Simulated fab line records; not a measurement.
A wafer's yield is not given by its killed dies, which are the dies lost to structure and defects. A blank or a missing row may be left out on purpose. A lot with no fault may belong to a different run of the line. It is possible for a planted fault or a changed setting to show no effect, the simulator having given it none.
Which of the tools did it? | flow gf180mcu | 13 lots, 39 wafers sampled, at 6 steps of a route of 602

WHAT EACH GAUGE READ, for each wafer
GF_DUAL_GATE_OVL_MEAS_11.
lot  | measured     | on         | DUAL_GATE_OVL (nm)
L584 | day 8 15:25  | overlay-01 | -2.9 -2.7 -2.2
L585 | day 8 23:01  | overlay-01 | 3.2 2.1 3.4
L587 | day 9 02:56  | overlay-02 | -2.0 0.3 -1.8
L588 | day 9 14:04  | overlay-01 | 0.8 -1.2 -0.3
L589 | day 9 19:13  | overlay-01 | 0.0 -2.0 0.1
L591 | day 10 05:29 | overlay-02 | 0.3 -0.1 -1.2
L592 | day 10 11:55 | overlay-01 | -0.2 -1.2 -0.4
L595 | day 11 12:10 | overlay-02 | 1.2 -2.2 -0.8
L603 | day 13 23:04 | overlay-02 | -0.9 -0.5 0.2
L604 | day 14 05:40 | overlay-02 | 1.9 -0.3 -0.2
L605 | day 14 07:40 | overlay-02 | -2.6 -2.5 -1.1
L606 | day 15 00:01 | overlay-01 | -3.2 -2.9 -4.5
L607 | day 15 01:22 | overlay-01 | 0.0 -0.3 -0.9

GF_HV_LDD_THK_MEAS_57.
lot  | measured     | on            | HV_LDD_CVD_56_THK (nm)
L584 | day 12 19:38 | film metro-01 | 89.7 90.4 89.9
L585 | day 13 05:50 | film metro-01 | 89.4 90.0 90.0
L587 | day 13 10:19 | film metro-02 | 88.6 89.5 89.5
L588 | day 13 21:17 | film metro-02 | 90.3 90.4 90.8
L589 | day 14 06:08 | film metro-04 | 89.2 88.9 89.6
L591 | day 14 18:23 | film metro-04 | 88.6 88.9 89.5
L592 | day 14 23:38 | film metro-02 | 89.4 89.2 89.0
L595 | day 16 03:32 | film metro-02 | 90.8 89.2 90.9
L603 | day 19 01:24 | film metro-04 | 91.2 90.0 90.1
L604 | day 19 09:01 | film metro-01 | 128.4 127.4 127.8
L605 | day 19 11:23 | film metro-02 | 129.1 128.9 129.2
L606 | day 20 05:08 | film metro-02 | 90.8 90.7 90.4
L607 | day 20 08:05 | film metro-04 | 90.5 90.4 89.4

GF_NSD_OVL_MEAS_08.
lot  | measured     | on         | NSD_OVL (nm)
L584 | day 13 15:11 | overlay-02 | -1.7 2.3 -0.1
L585 | day 14 02:41 | overlay-02 | 0.1 0.0 0.1
L587 | day 14 06:47 | overlay-02 | -1.0 0.3 -1.0
L588 | day 14 18:47 | overlay-01 | -3.3 -2.1 -3.2
L589 | day 15 03:14 | overlay-01 | -1.6 -2.5 -1.2
L591 | day 15 15:36 | overlay-02 | -2.8 -0.3 1.3
L592 | day 15 20:56 | overlay-01 | -0.4 -1.1 0.6
L595 | day 17 01:53 | overlay-02 | -1.5 -1.7 -1.1
L603 | day 20 02:35 | overlay-02 | -0.3 0.9 -0.4
L606 | day 21 04:59 | overlay-01 | 1.8 -1.4 -2.3
L607 | day 21 07:47 | overlay-02 | 0.2 1.1 0.5

GF_PSD_CD_MEAS_07: target cd 400 nm.
lot  | measured     | on        | cd nm (nm)
L584 | day 14 12:11 | cd sem-02 | 399.7 400.4 398.1
L585 | day 15 00:04 | cd sem-02 | 399.4 397.6 399.5
L587 | day 15 04:11 | cd sem-02 | 399.8 398.0 398.6
L588 | day 15 16:47 | cd sem-01 | 400.4 400.0 399.0
L589 | day 16 01:28 | cd sem-02 | 399.3 401.1 399.1
L591 | day 16 13:40 | cd sem-01 | 398.8 399.2 398.4
L592 | day 16 19:25 | cd sem-02 | 402.2 400.0 398.3
L595 | day 18 01:13 | cd sem-01 | 395.8 398.0 396.3
L603 | day 21 03:10 | cd sem-01 | 400.7 399.2 399.4
L606 | day 22 05:25 | cd sem-02 | 403.3 403.1 403.2
L607 | day 22 07:50 | cd sem-01 | 400.5 401.0 400.0

WHICH TOOL RAN EACH LOT (tool, then ch and the chambers of the sampled wafers, then the start)
lot  | GF_HV_LDD_CVD_56            | GF_HV_LDD_ETCHBACK_58
L584 | lpcvd-01 ch 1, day 12 18:12 | rie diel-02 ch 2,3, day 12 19:41
L585 | lpcvd-01 ch 1, day 13 04:24 | rie diel-03 ch 1,2,3, day 13 05:53
L587 | lpcvd-01 ch 0, day 13 08:52 | rie diel-01 ch 0,1, day 13 10:22
L588 | lpcvd-01 ch 0, day 13 19:51 | rie diel-02 ch 0,1,3, day 13 21:20
L589 | lpcvd-02 ch 1, day 14 04:42 | rie diel-03 ch 1,2,3, day 14 06:11
L591 | lpcvd-02 ch 0, day 14 16:56 | rie diel-01 ch 1,2,3, day 14 18:26
L592 | lpcvd-01 ch 0, day 14 22:12 | rie diel-02 ch 0,1,2, day 14 23:41
L595 | lpcvd-02 ch 0, day 16 02:07 | rie diel-01 ch 0,1,2, day 16 03:36
L603 | lpcvd-01 ch 1, day 18 23:58 | rie diel-02 ch 1,2,3, day 19 01:28
L604 | lpcvd-02 ch 1, day 19 07:36 | rie diel-03 ch 1,2, day 19 09:05
L605 | lpcvd-02 ch 1, day 19 09:14 | rie diel-02 ch 0,3, day 19 11:27
L606 | lpcvd-01 ch 1, day 20 03:43 | rie diel-03 ch 1,2,3, day 20 05:11
L607 | lpcvd-01 ch 1, day 20 06:38 | rie diel-02 ch 1,3, day 20 08:08
- GF_HV_LDD_CVD_56: deposits Si3N4 from DCS/NH3, target thk 90 nm, time 1543 s.
- GF_HV_LDD_ETCHBACK_58: etches Si3N4 in CH3F/O2, stops on SiO2, time 100 s, target depth 90 nm.

WHAT THE TOOLS THEMSELVES READ (means of the sampled wafers that have a number; where no wafer has one, the mark that the record gives instead)
GF_HV_LDD_CVD_56.
lot  | tool     | spike tc upper C (C)
L584 | lpcvd-01 | 771.7
L585 | lpcvd-01 | 772.0
L587 | lpcvd-01 | 769.0
L588 | lpcvd-01 | 768.2
L589 | lpcvd-02 | 771.3
L591 | lpcvd-02 | 770.9
L592 | lpcvd-01 | 769.3
L595 | lpcvd-02 | 770.6
L603 | lpcvd-01 | 771.7
L604 | lpcvd-02 | 772.3
L605 | lpcvd-02 | 771.0
L606 | lpcvd-01 | 772.0
L607 | lpcvd-01 | 771.5

GF_HV_LDD_ETCHBACK_58.
lot  | tool        | bias w (W) | drypump motor current A (A) | oes product au (a.u.) | throttle valve pct (%)
L584 | rie diel-02 | 79.84      | 5.5                         | 0.840                 | 10.566
L585 | rie diel-03 | 79.79      | 5.6                         | 0.842                 | 10.558
L587 | rie diel-01 | 79.99      | 5.8                         | 0.844                 | 10.564
L588 | rie diel-02 | 79.95      | 5.7                         | 0.847                 | 10.564
L589 | rie diel-03 | 80.05      | 5.6                         | 0.839                 | 10.560
L591 | rie diel-01 | 80.04      | 5.9                         | 0.839                 | 10.561
L592 | rie diel-02 | 80.04      | 6.0                         | 0.837                 | 10.545
L595 | rie diel-01 | 79.95      | 5.9                         | 0.845                 | 10.562
L603 | rie diel-02 | 80.19      | 5.9                         | 0.843                 | 10.567
L604 | rie diel-03 | 79.82      | 5.5                         | 0.989                 | 10.581
L605 | rie diel-02 | 79.87      | 5.3                         | 1.007                 | 10.580
L606 | rie diel-03 | 80.07      | 5.6                         | 0.848                 | 10.563
L607 | rie diel-02 | 80.05      | 5.6                         | 0.842                 | 10.566

THE ANSWER, worked out from the rows above alone
Rule: usual is defined by the lots themselves. Put in order of their means at a reading, lots are off if they are a third of the lots or fewer, leave a main group of 4 or more, and stand apart from it by a gap of 3 or more times the standard deviation of the main group's means; of several such gaps the widest counts. A main group is skipped when, at the precision printed for the reading in the tables above, its means are all equal. Also off: a lot with no number at a reading for which 4 or more lots have one. All remaining lots with rows at the step are treated as sound. The gauges are gone through in route order, then the tools' own readings, and for those a lot's mean is taken as printed above. At the first step where some lot is off, the reading lying furthest off is the one used; lots without a number count as furthest.
Off: L604, L605, seen at GF_HV_LDD_THK_MEAS_57 (HV_LDD_CVD_56_THK). The main group: mean 89.9 nm, standard deviation 0.57.
A tool fits if, at a process step before that reading, it ran every lot that is off, and no sound lot after the first of them. Not tried: the gauges at GF_HV_LDD_THK_MEAS_57; whatever is off there is also off at GF_HV_LDD_ETCHBACK_58, on other tools, and gauge error can't account for it. One fits: GF_HV_LDD_CVD_56 on lpcvd-02. A fault onset in the window from L595 (day 16 02:07, its last sound lot) to L604 (day 19 07:36, its first lot off) fits.

WHAT THE SIMULATOR HAD INSERTED
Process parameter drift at GF_HV_LDD_CVD_56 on lpcvd-02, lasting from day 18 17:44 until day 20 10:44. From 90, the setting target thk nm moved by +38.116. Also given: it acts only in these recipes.
Shown lots that were struck: L604, L605. Same finding as the rule above.
